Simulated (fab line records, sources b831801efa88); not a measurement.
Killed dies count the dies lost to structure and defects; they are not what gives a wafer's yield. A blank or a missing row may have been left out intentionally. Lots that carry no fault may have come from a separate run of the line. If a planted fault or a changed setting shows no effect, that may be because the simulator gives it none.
Matching of chambers    flow sky130    4 sister chambers for SKY_VIA2_CMP_24 on cmp-01
The step polishes, stops on SiO2, t overpolish 20 s, target thk 0 nm. 4 wafers are shown with their chamber, then 12 later ones without.

== EACH WAFER AND ITS CHAMBER ==
wafer   chamber  motor_current_A (A)
L087.5  0        13.9
L089.1  2        11.3
L089.2  3        10.2
L089.4  1        11.1

== WAFERS MISSING THEIR CHAMBER ==
wafer   motor_current_A (A)
L090.2  13.9
L090.3  10.4
L090.6  11.0
L091.1  10.9
L091.4  14.2
L091.5  11.6
L093.1  11.6
L093.2  10.5
L093.5  10.2
L094.1  10.8
L094.5  11.3
L094.6  10.8

== THE CHAMBER EACH PASSED THROUGH ==
wafer   from the rows above           in truth
L090.2  0                             0
L090.3  3                             3
L090.6  can't be placed: 1 or 2       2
L091.1  can't be placed: 1 or 2       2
L091.4  0                             0
L091.5  can't be placed: 2 or 1       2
L093.1  can't be placed: 2 or 1       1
L093.2  can't be placed: 3 or 1       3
L093.5  3                             3
L094.1  can't be placed: 1 or 2 or 3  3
L094.5  can't be placed: 2 or 1       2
L094.6  can't be placed: 1 or 2 or 3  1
Placed correctly: 4 of 12. These rows do not allow placing 8 (true chamber among the candidates in 8). Placed wrongly: 0.
How it was worked out, from the rows above alone: a wafer's distance from a chamber is the root of the sum, over the readings, of the square of ((its reading less the chamber's mean) divided by the reading's scatter). The wafer belongs to the nearest chamber; if the next one is less than 2 further off, it can't be placed. The mean given for a chamber averages the wafers shown for that chamber. The scatter: with one shown wafer a chamber, the root of the mean of the squares of how far each hidden wafer lies from its nearest shown one.
